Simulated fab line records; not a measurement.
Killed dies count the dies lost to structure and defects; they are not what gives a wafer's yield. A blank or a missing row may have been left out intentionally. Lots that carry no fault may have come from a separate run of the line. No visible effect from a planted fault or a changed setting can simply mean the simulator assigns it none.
2 desks looking at one fault :: flow gf180mcu :: each desk holds nothing but its own numbers, with what lay behind them at the end

## THE METROLOGY DESK
What the gauges read, lot by lot, whatever tool the lot ran on: means of the sampled wafers that have a number. A lot is out of limits, marked OUT, if its mean lies more than 4 standard deviations from the usual mean; the brackets give that distance. 7 of its 9 readings are shown, namely those furthest out on some lot.
Columns: A = CONTACT_BOW at GF_CONTACT_BOW_MEAS_05, usual 66 um; B = cd-nm at GF_CONTACT_CD_MEAS_14, usual 220.2 nm; C = CONTACT_W_THK at GF_CONTACT_THK_MEAS_26, usual 300 nm; D = M1_ALCU_RS at GF_M1_RS_MEAS_05, usual 0.0696 ohm/sq; E = M1_ALCU_THK at GF_M1_THK_MEAS_06, usual 454 nm; F = cd-nm at GF_M1_CD_MEAS_14, usual 230.1 nm; G = M1_OVL at GF_M1_OVL_MEAS_15, usual -4 nm
lot: L656
first seen here: day 16 22:12
A: 69
B: 220.2
C: 306
D: 0.0695
E: 453
F: 228.4
G: -15

lot: L655
first seen here: day 16 23:08
A: 72
B: 217.3
C: 301
D: 0.0688
E: 460
F: 228.6
G: -1

lot: L657
first seen here: day 17 12:49
A: 66
B: 218.4
C: 298
D: 0.0698
E: 452
F: 231.3
G: 3

lot: L661
first seen here: day 19 10:22
A: 74
B: 220.9
C: 303
D: 0.0696
E: 454
F: 231.8
G: -11

lot: L668
first seen here: day 21 10:29
A: 68
B: 220.9
C: 295
D: 0.0689
E: 458
F: 229.7
G: -4

lot: L670
first seen here: day 21 23:58
A: 60
B: 220.6
C: 304
D: 0.0704
E: 450
F: 230.9
G: -6
Result from this desk: across the 6 lots, nothing is out of limits.

## FOR THE TOOL OWNER'S DESK: rie-diel-04
The tool's own readings at GF_CONTACT_ETCH_16 (etches BARC in N2/H2): means of the sampled wafers that have a number, for each lot that ran on this tool. A lot is out of limits, marked OUT, if its mean lies more than 4 standard deviations from the usual mean; the brackets give that distance.
Columns: A = drypump-motor-current-A at GF_CONTACT_ETCH_16, usual 5.9 A; B = n2-flow-sccm at GF_CONTACT_ETCH_16, usual 100.00 sccm; C = oes-product-au at GF_CONTACT_ETCH_16, usual 0.854 a.u.; D = throttle-valve-pct at GF_CONTACT_ETCH_16, usual 13.225 %
lot: L655
first seen here: day 17 21:49
A: 6.0
B: 100.03
C: 0.854
D: 13.231

lot: L661
first seen here: day 20 11:31
A: 5.9
B: 100.10
C: 0.854
D: 13.224

lot: L668
first seen here: day 22 11:03
A: 6.1
B: 99.93
C: 0.854
D: 13.224

lot: L670
first seen here: day 22 23:52
A: 6.1
B: 100.19
C: 0.852
D: 13.219
Result from this desk: across the 4 lots, nothing is out of limits.

## PUT TOGETHER
Nothing out of limits was seen by the metrology desk.
Nothing out of limits was seen by the tool owner's desk.

## WHAT WAS PUT IN BY THE SIMULATOR
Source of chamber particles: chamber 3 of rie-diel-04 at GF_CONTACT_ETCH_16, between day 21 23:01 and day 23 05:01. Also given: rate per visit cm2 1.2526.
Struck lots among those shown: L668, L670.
